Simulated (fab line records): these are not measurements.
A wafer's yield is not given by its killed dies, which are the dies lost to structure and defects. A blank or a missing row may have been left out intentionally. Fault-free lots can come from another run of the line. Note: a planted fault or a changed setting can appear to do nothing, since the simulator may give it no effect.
Matching of chambers ; flow gf180mcu ; GF_CONTACT_CMP_04 on cmp-02 has 4 sister chambers
The step polishes SiO2. 8 wafers are shown with their chamber, then 7 later ones without.

WAFERS WITH THEIR CHAMBER
wafer;chamber;motor_current_A (A);time_to_endpoint_s (s)
L627.5;2;12.0;110
L632.3;3;12.2;112
L632.4;1;11.0;120
L634.1;2;11.5;99
L634.4;0;11.2;108
L634.5;3;11.9;109
L635.2;0;10.9;102
L635.3;1;11.5;108

WAFERS WHOSE CHAMBER IS MISSING
wafer;motor_current_A (A);time_to_endpoint_s (s)
L635.4;11.9;110
L636.1;12.3;109
L636.2;12.3;104
L636.3;12.1;116
L637.1;11.4;113
L637.2;11.5;118
L637.6;11.4;121

WHICH CHAMBER EACH WENT THROUGH
wafer;from the rows above;in truth
L635.4;can't be placed: 3 or 2 or 1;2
L636.1;can't be placed: 3 or 2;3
L636.2;can't be placed: 3 or 2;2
L636.3;can't be placed: 3 or 2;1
L637.1;can't be placed: 1 or 0 or 2 or 3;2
L637.2;can't be placed: 1 or 3 or 2 or 0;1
L637.6;can't be placed: 1 or 3 or 0 or 2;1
Placed correctly: 0 of 7. Can't be placed from these rows: 7 (the true chamber is among the candidates in 6). Wrongly placed: 0.
How it was worked out, from the rows above alone: a wafer's distance from a chamber is the root of the sum, over the readings, of the square of ((its reading less the chamber's mean) divided by the reading's scatter). The wafer belongs to the nearest chamber; if the next one is less than 2 further off, it can't be placed. The mean given for a chamber averages the wafers shown for that chamber. The scatter: take each reading less its chamber's mean, square it, sum over the shown wafers, divide by the number of wafers less the number of chambers, and take the root.
